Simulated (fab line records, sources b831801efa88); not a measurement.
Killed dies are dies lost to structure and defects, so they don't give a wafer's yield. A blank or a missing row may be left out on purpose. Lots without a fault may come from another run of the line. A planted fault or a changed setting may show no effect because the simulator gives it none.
fab line records | flow sky130 | part 1 of 2: steps 1 to 30 of 41
record lots=5 wafers=15 last_day=50
route steps=708 shown NWELL@74 PWDE@84 VT_ADJUST_HVTP@85 VT_ADJUST_LVTN@97
lots that met no fault: from a run of the same line without faults
start_h: hours from the record's first day to the start of the lot's first wafer shown | wait_h: hours since the lot's step before | " the same as in the row above | L1.1+2: a row that stands for several wafers | - no value, or no start given | * or withheld: withheld | < > ~ a bound
route shown NAME@n: a module of which the file shows steps, and the number in the route of the first | usual: mean/standard deviation of fault-free wafers | same: alike in all rows | chamber/n: place in a boat | sites: the reading at each site | _std_site: their standard deviation | _edge_site: outer sites' mean less inner sites' | radius_mm: how far each site lies from the wafer's centre | mask NAME#n: copy n | behind: the tool/chamber that last shaped the wafer | hold: why the lot was held/for how many hours/how that ended | device: the transistor (n, p or np) that didn't switch | end of line: the same wafers' tests at the end of the route | a step without rows: its recipe alone | killed: dies lost to structure and defects at the first sort, not the wafer's yield | map: a wafer's dies, x killed, . not, _ none there
set.NAME: the setting as run; set.NAME@STEP: as run at that earlier step | model.NAME: the simulator's own value behind a step, which no gauge read
lots at some steps of the route; a table a step, a row a wafer
services: from which hour (start_h, from the record's first day; less than 0 if before it) a tool's chamber was out of use, for how many hours, and why
## steps
# step SKY_NWELL_PEB_21
# recipe temp_c=115 time_s=withheld
# columns lot.wafer tool chamber start_h wait_h
L077.1+4+5 litho_track-01 0 - -
L089.4+5+6 litho_track-01 0 - -
L090.1+3+5 litho_track-03 0 - -
L091.2+4+6 litho_track-03 0 - -
L097.2+3+6 litho_track-02 0 - -
# step SKY_NWELL_DEVELOP_22
# recipe wall_angle_deg=90 developer=TMAH develop_time_s=60 dev_temp_c=23
# usual developer_temp_C=23.00/0.1
# columns lot.wafer tool chamber start_h wait_h developer_temp_C
L077.1 litho_track-01 0 - - 23.07
L077.4 " 0 " " 23.16
L077.5 " 0 " " 22.95
L089.4 litho_track-01 0 - - 22.99
L089.5 " 0 " " 22.93
L089.6 " 0 " " 22.96
L090.1 litho_track-03 0 - - 22.97
L090.3 " 0 " " 23.04
L090.5 " 0 " " 23.02
L091.2 litho_track-03 0 - - 22.85
L091.4 " 0 " " 22.88
L091.6 " 0 " " 22.99
L097.2 litho_track-02 0 - - 23.01
L097.3 " 0 " " 23.22
L097.6 " 0 " " 23.14
# step SKY_NWELL_OVL_MEAS_23
# usual NWELL_01_OVL=0.4/1.3
# columns lot.wafer tool chamber start_h wait_h NWELL_01_OVL[nm]
L077.1 overlay-02 - 126.79 - -0.6
L077.4 " - " " 0.7
L077.5 " - " " 1.2
L089.4 overlay-01 - 201.16 - 2.7
L089.5 " - " " -0.2
L089.6 " - " " 2.1
L090.1 overlay-02 - 204.27 - 2.9
L090.3 " - " " 2.2
L090.5 " - " " 2.1
L091.2 overlay-01 - 211.63 - 0.3
L091.4 " - " " 0.2
L091.6 " - " " -0.5
L097.2 overlay-01 - 251.61 - -1.1
L097.3 " - " " 0.8
L097.6 " - " " 0.4
# step SKY_NWELL_IMPLANT_24
# recipe species=B energy_kev=140 dose_cm2=9.2e+12 tilt_deg=withheld
# columns lot.wafer tool chamber start_h wait_h
L077.1+4+5 implanter-02 0 126.83 0.0
L089.4+5+6 implanter-01 0 201.25 0.1
L090.1+3+5 implanter-01 0 204.31 0.0
L091.2+4+6 implanter-02 0 211.68 0.0
L097.2+3+6 implanter-01 0 251.66 0.0
# step SKY_NWELL_STRIP_25
# recipe chemistry=O2/N2 power_w=1400 pressure_mtorr=1500 platen_temp_c=withheld o2_flow_sccm=3000 n2_flow_sccm=300 overash_fraction=0.5
# usual drypump_motor_current_A=5.8/0.34 oes_product_au=0.722/0.0045 strip_time_to_endpoint_s=36.92/0.096
# columns lot.wafer tool chamber start_h wait_h drypump_motor_current_A oes_product_au rf_hours_counter_h strip_time_to_endpoint_s
L077.1 plasma_asher-03 0 126.98 0.1 6.1 0.717 42 36.88
L077.4 " 0 " " 6.1 0.725 - 36.93
L077.5 " 0 " " 6.1 0.719 - 37.00
L089.4 plasma_asher-01 1 201.36 0.1 5.5 0.713 - 36.89
L089.5 " 0 " " 6.0 0.723 - 36.80
L089.6 " 1 " " 5.5 0.723 - 36.93
L090.1 plasma_asher-03 0 204.46 0.1 6.1 0.718 48 37.11
L090.3 " 0 " " 6.0 0.720 - 37.08
L090.5 " 0 " " 6.1 0.719 - 37.01
L091.2 plasma_asher-01 0 211.81 0.1 5.9 0.715 10 37.05
L091.4 " 1 " " 5.5 0.726 - 36.98
L091.6 " 1 " " 5.5 0.717 - 37.02
L097.2 plasma_asher-02 1 251.79 0.1 6.2 0.724 57 36.74
L097.3 " 0 " " 5.1 0.724 - 36.65
L097.6 " 0 " " 5.1 0.723 - 36.84
# step SKY_NWELL_TW_MEAS_26
# usual NWELL_2_TW=496.1/2.3
# columns lot.wafer tool chamber start_h wait_h NWELL_2_TW
L077.1 film_metro-03 - 127.08 0.1 492.6
L077.4 " - " " 494.0
L077.5 " - " " 494.9
L089.4 film_metro-01 - 201.46 0.1 500.0
L089.5 " - " " 497.6
L089.6 " - " " 499.6
L090.1 film_metro-03 - 204.56 0.1 495.1
L090.3 " - " " 495.1
L090.5 " - " " 495.8
L091.2 film_metro-03 - 211.92 0.1 495.6
L091.4 " - " " 492.9
L091.6 " - " " 492.6
L097.2 film_metro-01 - 251.90 0.1 495.6
L097.3 " - " " 496.2
L097.6 " - " " 496.8
# step SKY_NWELL_CLEAN_27
# recipe chemistry=SC1/SC2 mix=1:4:20 temp_c=70 time_s=150 dry=n2_spin
# columns lot.wafer tool chamber start_h wait_h
L077.1+4+5 wet_bench-01 2 127.14 0.1
L089.4+5+6 wet_bench-02 3 201.53 0.1
L090.1+3+5 wet_bench-01 2 204.62 0.1
L091.2+4+6 wet_bench-02 2 211.97 0.0
L097.2+3+6 wet_bench-03 2 251.95 0.0
# step SKY_NWELL_RTA_28
# recipe temp_c=1050 time_s=30 idle_temp_c=650 ramp_up_c_per_s=150 ramp_down_c_per_s=90 ambient=N2
# usual lamp_power_pct=25.31/0.049 wafer_temp_C_max=1054.7/1.1
# columns lot.wafer tool chamber start_h wait_h lamp_power_pct wafer_temp_C_max
L077.1 rtp_anneal-02 0 127.25 0.0 25.26 1055.3
L077.4 " 0 " " 25.23 1055.6
L077.5 " 0 " " 25.34 1054.1
L089.4 rtp_anneal-01 0 201.63 0.1 25.28 1054.8
L089.5 " 0 " " 25.17 1055.0
L089.6 " 0 " " 25.31 1058.2
L090.1 rtp_anneal-02 0 204.67 0.0 25.33 1055.1
L090.3 " 0 " " 25.34 1058.2
L090.5 " 0 " " 25.40 1055.0
L091.2 rtp_anneal-02 0 212.03 0.0 25.32 1054.1
L091.4 " 0 " " 25.33 1054.3
L091.6 " 0 " " 25.23 1054.5
L097.2 rtp_anneal-02 0 252.01 0.0 25.34 1053.5
L097.3 " 0 " " 25.29 1054.2
L097.6 " 0 " " 25.29 1054.9
# step SKY_NWELL_RS_MEAS_29
# recipe thk_meas_gauge=four-point-probe
# usual NWELL_RS=624.4/1.5
# columns lot.wafer tool chamber start_h wait_h NWELL_RS[ohm/sq]
L077.1 film_metro-02 - 127.35 0.1 622.8
L077.4 " - " " 623.1
L077.5 " - " " 624.3
L089.4 film_metro-01 - 201.74 0.1 622.1
L089.5 " - " " 621.8
L089.6 " - " " 623.7
L090.1 film_metro-03 - 204.77 0.1 625.5
L090.3 " - " " 625.9
L090.5 " - " " 624.1
L091.2 film_metro-02 - 212.14 0.1 622.1
L091.4 " - " " 623.5
L091.6 " - " " 620.6
L097.2 film_metro-02 - 252.12 0.1 624.1
L097.3 " - " " 625.0
L097.6 " - " " 624.8
# step SKY_NWELL_RS_MEAS_31
# recipe thk_meas_gauge=four-point-probe
# usual PWDE_RS=5271/18
# columns lot.wafer tool chamber start_h wait_h PWDE_RS[ohm/sq]
L077.1 film_metro-02 - 127.59 0.1 5275
L077.4 " - " " 5299
L077.5 " - " " 5287
L089.4 film_metro-01 - 201.98 0.1 5279
L089.5 " - " " 5269
L089.6 " - " " 5287
L090.1 film_metro-03 - 205.01 0.1 5255
L090.3 " - " " 5278
L090.5 " - " " 5254
L091.2 film_metro-02 - 212.38 0.1 5277
L091.4 " - " " 5255
L091.6 " - " " 5281
L097.2 film_metro-02 - 252.36 0.1 5278
L097.3 " - " " 5281
L097.6 " - " " 5288
# step SKY_VT_ADJUST_HVTP_DEHYDRATE_00
# recipe temp_c=200 time_s=60
# columns lot.wafer tool chamber start_h wait_h
L077.1+4+5 litho_track-02 0 136.45 8.8
L089.4+5+6 litho_track-02 0 212.28 10.3
L090.1+3+5 litho_track-03 0 215.37 10.3
L091.2+4+6 litho_track-03 0 222.75 10.3
L097.2+3+6 litho_track-04 0 263.80 11.4
# step SKY_VT_ADJUST_HVTP_HMDS_01
# recipe prime_time_s=60 prime_temp_c=120
# columns lot.wafer tool chamber start_h wait_h
L077.1+4+5 litho_track-02 0 136.60 0.1
L089.4+5+6 litho_track-02 0 212.43 0.1
L090.1+3+5 litho_track-03 0 215.52 0.1
L091.2+4+6 litho_track-03 0 222.90 0.1
L097.2+3+6 litho_track-04 0 263.95 0.1
# step SKY_VT_ADJUST_HVTP_COAT_02
# recipe resist=NOVOLAK spin_rpm=3000 resist_thk_nm=1140
# usual dispense_pressure_kPa=45.5/2.5
# columns lot.wafer tool chamber start_h wait_h dispense_pressure_kPa
L077.1 litho_track-02 0 136.75 0.1 42.5
L077.4 " 0 " " 42.5
L077.5 " 0 " " 42.5
L089.4 litho_track-02 0 212.58 0.1 42.5
L089.5 " 0 " " 42.5
L089.6 " 0 " " 42.5
L090.1 litho_track-03 0 215.67 0.1 48.7
L090.3 " 0 " " 48.7
L090.5 " 0 " " 48.7
L091.2 litho_track-03 0 223.05 0.1 48.7
L091.4 " 0 " " 48.7
L091.6 " 0 " " 48.7
L097.2 litho_track-04 0 264.10 0.1 46.4
L097.3 " 0 " " 46.3
L097.6 " 0 " " 46.3
# step SKY_VT_ADJUST_HVTP_SOFTBAKE_03
# recipe temp_c=90 time_s=60 resist=NOVOLAK
# columns lot.wafer tool chamber start_h wait_h
L077.1+4+5 litho_track-02 0 136.90 0.1
L089.4+5+6 litho_track-02 0 212.73 0.1
L090.1+3+5 litho_track-03 0 215.82 0.1
L091.2+4+6 litho_track-03 0 223.20 0.1
L097.2+3+6 litho_track-04 0 264.25 0.1
# step SKY_VT_ADJUST_HVTP_EXPOSE_04
# recipe mask_id=HVTPM na=0.6 source_shape=conventional sigma_outer=0.6 polarization=unpolarized target_cd_nm=380 dose_mj=140
# usual stage_vel_mm_s=500.00/0.26
# same sigma_outer=0.6
# columns lot.wafer tool chamber start_h wait_h mask stage_vel_mm_s
L077.1 iline_stepper-02 0 - - HVTPM#0 500.07
L077.4 " 0 " " HVTPM#0 499.86
L077.5 " 0 " " HVTPM#0 500.18
L089.4 iline_stepper-02 0 - - HVTPM#0 499.91
L089.5 " 0 " " HVTPM#0 499.84
L089.6 " 0 " " HVTPM#0 500.15
L090.1 iline_stepper-02 0 - - HVTPM#0 500.07
L090.3 " 0 " " HVTPM#0 500.02
L090.5 " 0 " " HVTPM#0 499.80
L091.2 iline_stepper-02 0 - - HVTPM#0 499.88
L091.4 " 0 " " HVTPM#0 499.91
L091.6 " 0 " " HVTPM#0 500.32
L097.2 iline_stepper-01 0 - - HVTPM#0 499.93
L097.3 " 0 " " HVTPM#0 499.96
L097.6 " 0 " " HVTPM#0 499.90
# step SKY_VT_ADJUST_HVTP_PEB_05
# recipe temp_c=withheld time_s=* resist=NOVOLAK
# columns lot.wafer tool chamber start_h wait_h
L077.1+4+5 litho_track-03 0 - -
L089.4+5+6 litho_track-04 0 - -
L090.1+3+5 litho_track-04 0 - -
L091.2+4+6 litho_track-04 0 - -
L097.2+3+6 litho_track-04 0 - -
# step SKY_VT_ADJUST_HVTP_DEVELOP_06
# recipe resist=NOVOLAK developer=TMAH develop_time_s=60 dev_temp_c=23
# usual developer_temp_C=22.99/0.099
# columns lot.wafer tool chamber start_h wait_h developer_temp_C
L077.1 litho_track-03 0 145.87 0.1 22.91
L077.4 " 0 " " 23.02
L077.5 " 0 " " 23.09
L089.4 litho_track-04 0 223.35 0.1 22.96
L089.5 " 0 " " 22.87
L089.6 " 0 " " 23.05
L090.1 litho_track-04 0 226.17 0.1 23.13
L090.3 " 0 " " 23.01
L090.5 " 0 " " 23.13
L091.2 litho_track-04 0 234.40 0.1 23.00
L091.4 " 0 " " 23.06
L091.6 " 0 " " 23.11
L097.2 litho_track-04 0 275.60 0.1 23.02
L097.3 " 0 " " 23.14
L097.6 " 0 " " 23.10
# step SKY_VT_ADJUST_HVTP_CD_MEAS_07
# recipe target_cd_nm=380
# usual cd_nm=379.8/2.1
# columns lot.wafer tool chamber start_h wait_h cd_nm
L077.1 cd_sem-02 - 146.02 0.1 382.7
L077.4 " - " " 378.1
L077.5 " - " " 381.5
L089.4 cd_sem-02 - 223.48 0.1 380.2
L089.5 " - " " 378.5
L089.6 " - " " 381.2
L090.1 cd_sem-02 - 226.32 0.1 379.3
L090.3 " - " " 381.9
L090.5 " - " " 378.3
L091.2 cd_sem-02 - 234.54 0.1 381.5
L091.4 " - " " 377.5
L091.6 " - " " 380.5
L097.2 cd_sem-01 - 275.74 0.1 378.8
L097.3 " - " " 379.2
L097.6 " - " " 381.9
# step SKY_VT_ADJUST_HVTP_OVL_MEAS_08
# usual VT_ADJUST_HVTP_OVL=-0.1/1.5
# columns lot.wafer tool chamber start_h wait_h VT_ADJUST_HVTP_OVL[nm]
L077.1 overlay-01 - 146.14 0.1 0.5
L077.4 " - " " 0.2
L077.5 " - " " -0.7
L089.4 overlay-02 - 223.56 0.1 1.7
L089.5 " - " " -0.4
L089.6 " - " " 1.2
L090.1 overlay-02 - 226.44 0.1 1.9
L090.3 " - " " 2.5
L090.5 " - " " -0.5
L091.2 overlay-02 - 234.65 0.1 -1.2
L091.4 " - " " -0.3
L091.6 " - " " -2.2
L097.2 overlay-02 - 275.85 0.1 -0.2
L097.3 " - " " 0.0
L097.6 " - " " 2.6
# step SKY_VT_ADJUST_HVTP_IMPLANT_09
# recipe species=As energy_kev=150 dose_cm2=4.3e+12 tilt_deg=withheld
# columns lot.wafer tool chamber start_h wait_h
L077.1+4+5 implanter-04 0 146.18 0.0
L089.4+5+6 implanter-04 0 223.65 0.1
L090.1+3+5 implanter-03 0 226.48 0.0
L091.2+4+6 implanter-01 0 234.70 0.0
L097.2+3+6 implanter-01 0 275.90 0.0
# step SKY_VT_ADJUST_HVTP_STRIP_10
# recipe chemistry=O2/N2 power_w=1400 pressure_mtorr=1500 platen_temp_c=withheld o2_flow_sccm=3000 n2_flow_sccm=300 overash_fraction=0.5
# usual drypump_motor_current_A=5.6/0.49 oes_product_au=0.716/0.0046 strip_time_to_endpoint_s=14.17/0.035
# columns lot.wafer tool chamber start_h wait_h drypump_motor_current_A oes_product_au rf_hours_counter_h strip_time_to_endpoint_s
L077.1 plasma_asher-04 0 146.33 0.1 6.1 0.716 34 14.16
L077.4 " 1 " " 4.9 0.715 - 14.23
L077.5 " 1 " " 4.9 0.705 - 14.20
L089.4 plasma_asher-04 0 223.76 0.1 6.1 0.719 - 14.17
L089.5 " 0 " " 6.1 0.710 - 14.15
L089.6 " 1 " " 4.9 0.710 - 14.16
L090.1 plasma_asher-02 0 226.63 0.1 5.1 0.712 55 14.14
L090.3 " 1 " " 6.2 0.717 - 14.22
L090.5 " 1 " " 6.2 0.720 - 14.22
L091.2 plasma_asher-01 1 234.83 0.1 5.5 0.719 12 14.22
L091.4 " 1 " " 5.5 0.717 - 14.16
L091.6 " 1 " " 5.5 0.716 - 14.16
L097.2 plasma_asher-01 1 276.03 0.1 5.5 0.718 16 14.16
L097.3 " 1 " " 5.4 0.716 - 14.22
L097.6 " 0 " " 6.0 0.712 - 14.16
# step SKY_VT_ADJUST_HVTP_TW_MEAS_11
# usual VT_ADJUST_HVTP_TW=1347/9.4
# columns lot.wafer tool chamber start_h wait_h VT_ADJUST_HVTP_TW
L077.1 film_metro-03 - 146.43 0.1 1355
L077.4 " - " " 1356
L077.5 " - " " 1359
L089.4 film_metro-03 - 223.86 0.1 1347
L089.5 " - " " 1352
L089.6 " - " " 1359
L090.1 film_metro-04 - 226.73 0.1 1330
L090.3 " - " " 1328
L090.5 " - " " 1337
L091.2 film_metro-03 - 234.94 0.1 1356
L091.4 " - " " 1360
L091.6 " - " " 1353
L097.2 film_metro-04 - 276.14 0.1 1339
L097.3 " - " " 1338
L097.6 " - " " 1337
# step SKY_VT_ADJUST_LVTN_DEHYDRATE_00
# recipe temp_c=200 time_s=60
# columns lot.wafer tool chamber start_h wait_h
L077.1+4+5 litho_track-01 0 155.89 9.5
L089.4+5+6 litho_track-01 0 234.32 10.5
L090.1+3+5 litho_track-01 0 237.79 11.1
L091.2+4+6 litho_track-04 0 245.65 10.7
L097.2+3+6 litho_track-02 0 288.62 12.5
# step SKY_VT_ADJUST_LVTN_HMDS_01
# recipe prime_time_s=60 prime_temp_c=120
# columns lot.wafer tool chamber start_h wait_h
L077.1+4+5 litho_track-01 0 156.04 0.1
L089.4+5+6 litho_track-01 0 234.47 0.1
L090.1+3+5 litho_track-01 0 237.94 0.1
L091.2+4+6 litho_track-04 0 245.80 0.1
L097.2+3+6 litho_track-02 0 288.77 0.1
# step SKY_VT_ADJUST_LVTN_COAT_02
# recipe spin_rpm=2000 resist_thk_nm=3000
# usual dispense_pressure_kPa=46/3.6
# columns lot.wafer tool chamber start_h wait_h dispense_pressure_kPa
L077.1 litho_track-01 0 156.19 0.1 51
L077.4 " 0 " " 51
L077.5 " 0 " " 51
L089.4 litho_track-01 0 234.62 0.1 51
L089.5 " 0 " " 51
L089.6 " 0 " " 51
L090.1 litho_track-01 0 238.09 0.1 51
L090.3 " 0 " " 51
L090.5 " 0 " " 51
L091.2 litho_track-04 0 245.95 0.1 46
L091.4 " 0 " " 46
L091.6 " 0 " " 46
L097.2 litho_track-02 0 288.92 0.1 42
L097.3 " 0 " " 42
L097.6 " 0 " " 42
# step SKY_VT_ADJUST_LVTN_SOFTBAKE_03
# recipe temp_c=110 time_s=withheld
# columns lot.wafer tool chamber start_h wait_h
L077.1+4+5 litho_track-01 0 156.34 0.1
L089.4+5+6 litho_track-01 0 234.79 0.1
L090.1+3+5 litho_track-01 0 238.24 0.1
L091.2+4+6 litho_track-04 0 246.10 0.1
L097.2+3+6 litho_track-02 0 289.08 0.1
# step SKY_VT_ADJUST_LVTN_EXPOSE_04
# recipe mask_id=NWM_COMPLEMENT_LESS_NATIVE na=0.6 source_shape=conventional sigma_outer=0.6 polarization=unpolarized target_cd_nm=840 dose_mj=194
# usual stage_vel_mm_s=499.97/0.25
# same sigma_outer=0.6
# columns lot.wafer tool chamber start_h wait_h mask stage_vel_mm_s
L077.1 iline_stepper-01 0 - - NWM_COMPLEMENT_LESS_NATIVE#0 499.96
L077.4 " 0 " " NWM_COMPLEMENT_LESS_NATIVE#0 499.83
L077.5 " 0 " " NWM_COMPLEMENT_LESS_NATIVE#0 499.73
L089.4 iline_stepper-02 0 - - NWM_COMPLEMENT_LESS_NATIVE#0 499.68
L089.5 " 0 " " NWM_COMPLEMENT_LESS_NATIVE#0 500.16
L089.6 " 0 " " NWM_COMPLEMENT_LESS_NATIVE#0 499.65
L090.1 iline_stepper-02 0 - - NWM_COMPLEMENT_LESS_NATIVE#0 499.93
L090.3 " 0 " " NWM_COMPLEMENT_LESS_NATIVE#0 499.73
L090.5 " 0 " " NWM_COMPLEMENT_LESS_NATIVE#0 500.17
L091.2 iline_stepper-01 0 - - NWM_COMPLEMENT_LESS_NATIVE#0 499.94
L091.4 " 0 " " NWM_COMPLEMENT_LESS_NATIVE#0 499.72
L091.6 " 0 " " NWM_COMPLEMENT_LESS_NATIVE#0 499.93
L097.2 iline_stepper-01 0 - - NWM_COMPLEMENT_LESS_NATIVE#0 499.80
L097.3 " 0 " " NWM_COMPLEMENT_LESS_NATIVE#0 499.51
L097.6 " 0 " " NWM_COMPLEMENT_LESS_NATIVE#0 499.72
# step SKY_VT_ADJUST_LVTN_PEB_05
# recipe temp_c=115 time_s=withheld
# columns lot.wafer tool chamber start_h wait_h
L077.1+4+5 litho_track-04 0 - -
L089.4+5+6 litho_track-02 0 - -
L090.1+3+5 litho_track-01 0 - -
L091.2+4+6 litho_track-01 0 - -
L097.2+3+6 litho_track-01 0 - -
# step SKY_VT_ADJUST_LVTN_DEVELOP_06
# recipe wall_angle_deg=90 developer=TMAH develop_time_s=60 dev_temp_c=23
# usual developer_temp_C=22.99/0.099
# columns lot.wafer tool chamber start_h wait_h developer_temp_C
L077.1 litho_track-04 0 - - 23.05
L077.4 " 0 " " 22.98
L077.5 " 0 " " 22.99
L089.4 litho_track-02 0 - - 22.93
L089.5 " 0 " " 22.94
L089.6 " 0 " " 22.95
L090.1 litho_track-01 0 - - 22.98
L090.3 " 0 " " 22.94
L090.5 " 0 " " 22.98
L091.2 litho_track-01 0 - - 23.03
L091.4 " 0 " " 22.93
L091.6 " 0 " " 22.87
L097.2 litho_track-01 0 - - 23.01
L097.3 " 0 " " 23.05
L097.6 " 0 " " 23.07
# step SKY_VT_ADJUST_LVTN_OVL_MEAS_07
# usual VT_ADJUST_LVTN_OVL=1.2/1.1
# columns lot.wafer tool chamber start_h wait_h VT_ADJUST_LVTN_OVL[nm]
L077.1 overlay-02 - 166.77 - 1.3
L077.4 " - " " 0.6
L077.5 " - " " 2.5
L089.4 overlay-01 - 246.17 - 0.3
L089.5 " - " " 0.0
L089.6 " - " " 1.2
L090.1 overlay-02 - 249.59 - 1.8
L090.3 " - " " 1.0
L090.5 " - " " 3.4
L091.2 overlay-01 - 258.60 - 1.5
L091.4 " - " " 1.6
L091.6 " - " " 1.7
L097.2 overlay-02 - 301.80 - 1.1
L097.3 " - " " 2.2
L097.6 " - " " 2.5
